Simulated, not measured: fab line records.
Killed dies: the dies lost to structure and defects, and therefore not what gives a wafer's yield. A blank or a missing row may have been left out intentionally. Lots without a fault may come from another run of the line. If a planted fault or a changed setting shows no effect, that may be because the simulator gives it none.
A single fault, viewed from 2 desks / flow sky130 / numbers are kept per desk, each desk with only its own; the story behind them comes last

TOOL OWNER'S DESK, implanter-02
SKY_GATE_OXIDE_IMPLANT_11, tool's own readings: per-lot mean of the sampled wafers with a number, covering each lot this tool ran. A lot is out of limits, marked OUT, if its mean lies more than 4 standard deviations from the usual mean; the brackets give that distance.
Columns: A = beam_energy_keV at SKY_GATE_OXIDE_IMPLANT_11, usual 10.000; B = dose_ions_cm2 at SKY_GATE_OXIDE_IMPLANT_11, usual 2.6e+12; C = end_station_pressure_torr at SKY_GATE_OXIDE_IMPLANT_11, usual 5.04e-06 Torr; D = faraday_current_uA at SKY_GATE_OXIDE_IMPLANT_11, usual 14.71
lot=L973; first seen here=day 14 15:04; A=9.999; B=2.6e+12; C=5.30e-06; D=15.13
lot=L974; first seen here=day 15 00:31; A=9.998; B=2.6e+12; C=5.06e-06; D=14.80
lot=L978; first seen here=day 16 19:48; A=10.002; B=2.6e+12; C=5.09e-06; D=14.63
lot=L989; first seen here=day 20 09:31; A=9.997; B=1.6e+12 (-99 or more) OUT; C=4.72e-06; D=8.90 (-20) OUT
lot=L990; first seen here=day 20 13:11; A=9.998; B=1.6e+12 (-99 or more) OUT; C=5.17e-06; D=8.83 (-20) OUT
This desk's finding: out of limits on L989, L990; first on L989, day 20 09:31 (dose_ions_cm2 at SKY_GATE_OXIDE_IMPLANT_11). In limits: L973, L974, L978.

AT THE METROLOGY DESK
Lot by lot, what the gauges showed, no matter which tool ran the lot: averages of those sampled wafers that carry a number. A lot is out of limits, marked OUT, if its mean lies more than 4 standard deviations from the usual mean; the brackets give that distance.
Columns: A = PWDE_RS at SKY_NWELL_RS_MEAS_31, usual 5279 ohm/sq; B = cd_nm at SKY_VT_ADJUST_NCORE_CD_MEAS_07, usual 380.0 nm; C = GATE_OXIDE_TW at SKY_GATE_OXIDE_TW_MEAS_14, usual 226.0; D = POLY_GATE_OVL at SKY_POLY_GATE_OVL_MEAS_14, usual -1 nm
lot=L970; first seen here=day 5 09:25; A=5251; B=381.8; C=224.3; D=-1
lot=L971; first seen here=day 5 12:46; A=5260; B=381.7; C=226.7; D=6
lot=L973; first seen here=day 6 00:34; A=5244; B=380.0; C=227.7; D=-5
lot=L974; first seen here=day 6 09:58; A=5260; B=379.9; C=226.3; D=-6
lot=L975; first seen here=day 6 11:32; A=5276; B=379.9; C=224.2; D=-4
lot=L977; first seen here=day 7 03:52; A=5277; B=377.6; C=226.3; D=-6
lot=L978; first seen here=day 7 12:13; A=5303; B=376.5; C=226.1; D=1
lot=L980; first seen here=day 7 19:19; A=5267; B=379.6; C=228.9; D=-2
lot=L982; first seen here=day 8 14:29; A=5281; B=380.1; C=224.9; D=6
lot=L989; first seen here=day 10 04:25; A=5282; B=383.0; C=197.4 (-17) OUT; D=-5
lot=L990; first seen here=day 10 08:23; A=5292; B=382.9; C=194.3 (-19) OUT; D=-1
lot=L991; first seen here=day 10 12:46; A=5265; B=382.1; C=224.0; D=2
lot=L993; first seen here=day 11 01:11; A=5283; B=376.2; C=227.8; D=5
This desk's finding: out of limits on L989, L990; first on L989, day 20 09:52 (GATE_OXIDE_TW at SKY_GATE_OXIDE_TW_MEAS_14). In limits: L970, L971, L973, L974, L975, L977, L978, L980, L982, L991, L993.

BROUGHT TOGETHER
At day 20 09:31, on L989, L990, the tool owner's desk was in a position to raise an alarm.
An alarm was possible from the metrology desk at day 20 09:52, on L989, L990.
Every lot named ran SKY_GATE_OXIDE_IMPLANT_11 on implanter-02.

WHAT HAD BEEN PUT IN BY THE SIMULATOR
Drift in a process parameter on implanter-02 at SKY_GATE_OXIDE_IMPLANT_11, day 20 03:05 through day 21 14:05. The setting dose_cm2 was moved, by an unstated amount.
Shown lots that were struck: L989, L990.
Counting hours from when the fault started, the first reading out of limits came at 6 for the tool owner's desk and at 7 for the metrology desk.
